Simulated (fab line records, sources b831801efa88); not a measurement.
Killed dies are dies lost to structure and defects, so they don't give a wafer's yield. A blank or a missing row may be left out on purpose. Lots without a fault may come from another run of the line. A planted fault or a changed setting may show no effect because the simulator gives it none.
fab line records | flow sky130
record lots=11 wafers=33 last_day=50
route steps=708 shown SONOS_ONO@173 RES_PROTECT@214 POLY_GATE@231
lots that met no fault: from a run of the same line without faults
start_h: hours from the record's first day to the start of the lot's first wafer shown | wait_h: hours since the lot's step before | " the same as in the row above | L1.1+2: a row that stands for several wafers | - no value, or no start given | * or withheld: withheld | < > ~ a bound
route shown NAME@n: a module of which the file shows steps, and the number in the route of the first | usual: mean/standard deviation of fault-free wafers | same: alike in all rows | chamber/n: place in a boat | sites: the reading at each site | _std_site: their standard deviation | _edge_site: outer sites' mean less inner sites' | radius_mm: how far each site lies from the wafer's centre | mask NAME#n: copy n | behind: the tool/chamber that last shaped the wafer | hold: why the lot was held/for how many hours/how that ended | device: the transistor (n, p or np) that didn't switch | end of line: the same wafers' tests at the end of the route | a step without rows: its recipe alone | killed: dies lost to structure and defects at the first sort, not the wafer's yield | map: a wafer's dies, x killed, . not, _ none there
set.NAME: the setting as run; set.NAME@STEP: as run at that earlier step | model.NAME: the simulator's own value behind a step, which no gauge read
steps of the route over a sample of lots; a table a step, a row a wafer
services: from which hour (start_h, from the record's first day; less than 0 if before it) a tool's chamber was out of use, for how many hours, and why
## steps
# step SKY_SONOS_ONO_THK_MEAS_05
# recipe reads=SiO2_of_SONOS_ONO_CVD_04
# usual SONOS_ONO_CVD_04_THK=5.75/0.12
# columns lot.wafer tool chamber start_h wait_h SONOS_ONO_CVD_04_THK[nm]
L126.1 film_metro-02 - 278.50 0.0 5.77
L126.4 " - " " 5.73
L126.5 " - " " 5.89
L129.1 film_metro-02 - 302.59 0.0 5.86
L129.3 " - " " 5.88
L129.4 " - " " 5.92
L131.2 film_metro-04 - 318.39 0.0 6.00
L131.5 " - " " 5.92
L131.6 " - " " 5.92
L138.1 film_metro-04 - 372.76 0.0 5.52
L138.5 " - " " 5.65
L138.6 " - " " 5.62
L140.2 film_metro-02 - 388.49 0.0 5.78
L140.4 " - " " 5.80
L140.6 " - " " 5.87
L141.1 film_metro-04 - 402.50 0.0 5.70
L141.4 " - " " 5.69
L141.6 " - " " 5.68
L142.3 film_metro-04 - 417.34 0.0 5.77
L142.5 " - " " 5.65
L142.6 " - " " 5.64
L143.3 film_metro-04 - 421.97 0.0 5.67
L143.4 " - " " 5.57
L143.6 " - " " 5.49
L144.1 film_metro-02 - 423.20 0.0 5.85
L144.2 " - " " 5.73
L144.6 " - " " 5.95
L145.1 film_metro-02 - 433.39 0.0 5.68
L145.4 " - " " 5.58
L145.6 " - " " 5.61
L146.3 film_metro-04 - 467.69 0.0 5.66
L146.5 " - " " 5.74
L146.6 " - " " 5.56
# step SKY_SONOS_ONO_OVL_MEAS_14
# usual SONOS_ONO_OVL=0.7/1.1
# columns lot.wafer tool chamber start_h wait_h SONOS_ONO_OVL[nm]
L126.1 overlay-01 - 302.85 0.1 2.6
L126.4 " - " " 0.9
L126.5 " - " " 0.1
L129.1 overlay-01 - 328.40 0.1 -0.3
L129.3 " - " " 0.0
L129.4 " - " " -0.3
L131.2 overlay-02 - 345.16 0.1 2.5
L131.5 " - " " 2.1
L131.6 " - " " 1.9
L138.1 overlay-01 - 402.16 0.1 0.4
L138.5 " - " " 1.3
L138.6 " - " " 1.0
L140.2 overlay-02 - 417.62 0.1 2.9
L140.4 " - " " 1.2
L140.6 " - " " 1.5
L141.1 overlay-02 - 432.05 0.1 -0.4
L141.4 " - " " 1.5
L141.6 " - " " 0.1
L142.3 overlay-02 - 447.57 0.1 1.9
L142.5 " - " " 0.3
L142.6 " - " " 2.0
L143.3 overlay-02 - 452.95 0.1 0.0
L143.4 " - " " 0.4
L143.6 " - " " 1.8
L144.1 overlay-01 - 453.82 0.1 0.4
L144.2 " - " " -0.3
L144.6 " - " " 0.5
L145.1 overlay-01 - 463.26 0.1 0.4
L145.4 " - " " 0.2
L145.6 " - " " 1.5
L146.3 overlay-01 - 498.36 0.1 0.0
L146.5 " - " " 1.1
L146.6 " - " " 2.3
# step SKY_RES_PROTECT_STRIP_07
# recipe chemistry=O2/N2 power_w=1400 pressure_mtorr=1500 platen_temp_c=withheld o2_flow_sccm=3000 n2_flow_sccm=300 overash_fraction=0.5
# usual drypump_motor_current_A=5.3/0.4 oes_product_au=0.518/0.0045 strip_time_to_endpoint_s=23.30/0.037
# columns lot.wafer tool chamber start_h wait_h drypump_motor_current_A oes_product_au rf_hours_counter_h strip_time_to_endpoint_s
L126.1 plasma_asher-04 1 362.29 0.1 5.2 0.519 56 23.29
L126.4 " 0 " " 5.0 0.507 - 23.31
L126.5 " 0 " " 5.0 0.522 - 23.29
L129.1 plasma_asher-04 0 389.84 0.1 5.0 0.515 58 23.29
L129.3 " 1 " " 5.2 0.517 - 23.30
L129.4 " 0 " " 5.0 0.518 - 23.36
L131.2 plasma_asher-01 0 412.19 0.1 6.3 0.523 71 23.32
L131.5 " 0 " " 6.3 0.516 - 23.28
L131.6 " 1 " " 5.7 0.521 - 23.29
L138.1 plasma_asher-03 1 472.03 0.1 6.1 0.510 76 23.22
L138.5 " 0 " " 5.2 0.521 - 23.21
L138.6 " 1 " " 6.0 0.520 - 23.22
L140.2 plasma_asher-04 1 484.78 0.1 5.2 0.508 68 23.28
L140.4 " 1 " " 5.2 0.520 - 23.31
L140.6 " 1 " " 5.2 0.517 - 23.26
L141.1 plasma_asher-04 0 502.43 0.1 5.0 0.523 70 23.39
L141.4 " 0 " " 5.0 0.525 - 23.35
L141.6 " 0 " " 5.0 0.512 - 23.37
L142.3 plasma_asher-04 0 514.41 0.1 5.0 0.521 - 23.37
L142.5 " 0 " " 5.0 0.517 - 23.28
L142.6 " 1 " " 5.2 0.516 - 23.32
L143.3 plasma_asher-04 0 519.42 0.1 5.0 0.517 - 23.28
L143.4 " 1 " " 5.2 0.512 - 23.35
L143.6 " 1 " " 5.2 0.515 - 23.36
L144.1 plasma_asher-04 1 521.84 0.1 5.2 0.516 72 23.31
L144.2 " 0 " " 5.0 0.514 72 23.32
L144.6 " 0 " " 5.0 0.517 - 23.30
L145.1 plasma_asher-03 1 529.53 0.1 6.0 0.524 81 23.33
L145.4 " 0 " " 5.2 0.521 - 23.34
L145.6 " 0 " " 5.2 0.517 - 23.31
L146.3 plasma_asher-04 0 561.97 0.1 5.0 0.514 - 23.31
L146.5 " 0 " " 5.0 0.524 - 23.30
L146.6 " 1 " " 5.2 0.522 - 23.36
# step SKY_POLY_GATE_ETCH_17
# recipe target_depth_nm=180 stop_on=SiO2 over_etch_frac=0.56667 chemistry=HBr/Cl2 target=poly-Si icp_w=400 bias_w=100 pressure_mtorr=10 HBr_flow_sccm=150 Cl2_flow_sccm=50 time_s=70.5
# usual bias_w=100.0/0.31 drypump_motor_current_A=5.8/0.33 oes_product_au=0.981/0.0063 run_length_s=98.9/0.46 throttle_valve_pct=33.686/0.0091
# columns lot.wafer tool chamber start_h wait_h bias_w drypump_motor_current_A oes_product_au rf_hours_counter_h run_length_s throttle_valve_pct
L126.1 rie_si-01 1 394.62 0.0 100.0 6.4 0.985 0 98.3 33.689
L126.4 " 3 " " 99.8 5.4 0.988 69 98.9 33.697
L126.5 " 0 " " 100.0 5.5 0.987 - 98.8 33.681
L129.1 rie_si-01 3 422.82 0.0 - 5.4 1.001 69 83.3 33.698
L129.3 " 0 " " - 5.5 0.997 7 82.7 33.694
L129.4 " 2 " " - 5.5 0.973 4 82.8 33.685
L131.2 rie_si-01 2 444.42 0.0 - 5.5 0.975 4 82.7 33.672
L131.5 " 2 " " - 5.5 0.979 - 82.6 33.668
L131.6 " 1 " " - 6.4 0.988 - 83.0 33.683
L138.1 rie_si-01 3 504.62 0.0 99.6 5.4 0.975 0 98.9 33.682
L138.5 " 3 " " 99.7 5.4 0.983 - 99.1 33.690
L138.6 " 2 " " 100.2 5.5 0.980 - 99.3 33.666
L140.2 rie_si-01 1 518.87 0.0 100.3 6.4 0.983 1 98.6 33.685
L140.4 " 0 " " 100.3 5.5 0.988 8 99.0 33.694
L140.6 " 2 " " 100.3 5.5 0.972 - 98.7 33.679
L141.1 rie_si-02 1 534.82 0.0 100.3 5.8 0.977 2 99.5 33.679
L141.4 " 0 " " 99.5 5.6 0.979 17 99.3 33.682
L141.6 " 0 " " 100.1 5.6 0.984 - 99.5 33.688
L142.3 rie_si-01 3 545.77 0.0 99.8 5.4 0.991 0 98.9 33.671
L142.5 " 3 " " 99.9 5.4 0.988 - 99.1 33.683
L142.6 " 2 " " 100.0 5.5 0.974 - 99.0 33.668
L143.3 rie_si-02 1 550.42 0.0 99.8 5.8 0.978 2 99.8 33.693
L143.4 " 3 " " 100.0 5.9 0.985 0 98.7 33.680
L143.6 " 0 " " 99.3 5.6 0.982 - 99.4 33.674
L144.1 rie_si-01 2 572.36 0.0 100.2 5.5 0.978 5 98.6 33.682
L144.2 " 0 " " 100.1 5.5 0.988 8 99.4 33.686
L144.6 " 3 " " 100.4 5.4 0.978 - 99.3 33.690
L145.1 rie_si-01 1 573.02 0.0 99.5 6.4 0.983 1 98.4 33.697
L145.4 " 0 " " 99.9 5.5 0.992 8 99.2 33.691
L145.6 " 2 " " 99.6 5.5 0.979 - 98.9 33.693
L146.3 rie_si-01 2 592.82 0.0 100.3 5.5 0.973 5 99.2 33.700
L146.5 " 1 " " 100.2 6.4 0.983 - 99.1 33.673
L146.6 " 2 " " 100.3 5.5 0.973 - 98.9 33.684
# step SKY_POLY_GATE_STRIP_18
# recipe chemistry=O2/N2 power_w=1400 pressure_mtorr=1500 platen_temp_c=withheld o2_flow_sccm=3000 n2_flow_sccm=300 overash_fraction=0.5
# usual drypump_motor_current_A=5.5/0.5 oes_product_au=0.360/0.0047 strip_time_to_endpoint_s=3.14/0.032
# columns lot.wafer tool chamber start_h wait_h drypump_motor_current_A oes_product_au rf_hours_counter_h strip_time_to_endpoint_s
L126.1 plasma_asher-04 1 394.67 0.0 5.2 0.363 59 3.22
L126.4 " 0 " " 5.0 0.358 - 3.15
L126.5 " 1 " " 5.2 0.367 - 3.22
L129.1 plasma_asher-02 1 422.87 0.0 6.1 0.371 30 3.30
L129.3 " 0 " " 5.0 0.369 - 3.37
L129.4 " 1 " " 6.1 0.368 - 3.37
L131.2 plasma_asher-04 0 444.47 0.0 5.0 0.370 64 3.36
L131.5 " 0 " " 5.0 0.369 - 3.40
L131.6 " 1 " " 5.2 0.371 - 3.36
L138.1 plasma_asher-01 1 504.67 0.0 5.7 0.366 8 3.12
L138.5 " 0 " " 6.3 0.361 - 3.10
L138.6 " 1 " " 5.7 0.356 - 3.14
L140.2 plasma_asher-01 1 518.92 0.0 5.6 0.361 9 3.13
L140.4 " 0 " " 6.3 0.352 - 3.11
L140.6 " 1 " " 5.7 0.362 - 3.14
L141.1 plasma_asher-02 0 534.87 0.0 5.0 0.363 41 3.14
L141.4 " 1 " " 6.1 0.351 - 3.10
L141.6 " 0 " " 5.0 0.356 - 3.12
L142.3 plasma_asher-04 0 545.86 0.1 5.0 0.363 - 3.09
L142.5 " 1 " " 5.2 0.362 - 3.11
L142.6 " 0 " " 5.0 0.363 - 3.16
L143.3 plasma_asher-04 0 550.51 0.1 5.0 0.370 - 3.19
L143.4 " 1 " " 5.2 0.357 - 3.14
L143.6 " 0 " " 5.0 0.356 - 3.14
L144.1 plasma_asher-04 1 572.42 0.0 5.2 0.363 77 3.18
L144.2 " 0 " " 5.0 0.360 77 3.09
L144.6 " 0 " " 5.0 0.361 - 3.11
L145.1 plasma_asher-01 1 573.08 0.0 5.7 0.355 14 3.21
L145.4 " 0 " " 6.3 0.359 - 3.21
L145.6 " 1 " " 5.6 0.366 - 3.19
L146.3 plasma_asher-04 1 592.91 0.1 5.2 0.353 - 3.12
L146.5 " 1 " " 5.2 0.367 - 3.13
L146.6 " 0 " " 5.0 0.364 - 3.11
## services
# columns tool chamber start_h hours kind
rie_si-02 0 339.38 1.4 repair
plasma_asher-01 - 340.88 14.6 pm
rie_si-01 1 342.07 - clean
rie_si-01 1 342.07 12.9 scheduled_down
rie_si-01 1 342.07 12.9 vent_cycle
rie_si-02 3 365.40 6.4 repair
plasma_asher-03 - 378.43 1.0 repair
plasma_asher-03 - 396.92 2.8 pm
plasma_asher-03 - 409.34 1.6 repair
rie_si-01 - 420.97 0.2 repair
plasma_asher-01 - 421.25 9.0 pm
rie_si-01 3 436.79 - clean
rie_si-01 3 436.79 33.2 scheduled_down
rie_si-01 3 436.79 33.2 vent_cycle
rie_si-01 1 448.64 4.5 repair
rie_si-01 1 467.24 1.5 repair
plasma_asher-03 - 485.90 5.9 repair
plasma_asher-02 - 514.41 2.8 pm
rie_si-02 - 531.63 2.8 pm
plasma_asher-04 - 537.89 0.5 repair
plasma_asher-01 - 545.91 7.1 repair
plasma_asher-04 - 578.99 1.3 repair
plasma_asher-02 - 581.25 0.8 repair
plasma_asher-02 - 589.04 14.1 repair
## key
first_sign step=SKY_POLY_GATE_ETCH_17 reading=run_length_s direction=down sigmas=35 usual=* struck=*
effect step=SKY_POLY_GATE_STRIP_18 reading=strip_time_to_endpoint_s direction=up sigmas=6.7 usual=* struck=*
met_at SKY_POLY_GATE_ETCH_17
struck_lots L129,L131
tester_left_out L129,L131
not_acting_at SKY_SONOS_ONO_THK_MEAS_05,SKY_SONOS_ONO_OVL_MEAS_14,SKY_RES_PROTECT_STRIP_07
onset_between 394.62 422.82
fault kind=process_parameter_drift tool=rie_si-01 chamber=- onset_h=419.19 steps=SKY_POLY_GATE_ETCH_17 channel=time_s offset=* shape=step end_h=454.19 acts_in=* stated=*
# tester_left_out: of these lots the tester's yield and bins aren't shown, on N5 and GAA mostly nor the transistor test; their killed dies are dies lost to structure and defects alone, not to doping, threshold or leakage, so they don't give the yield
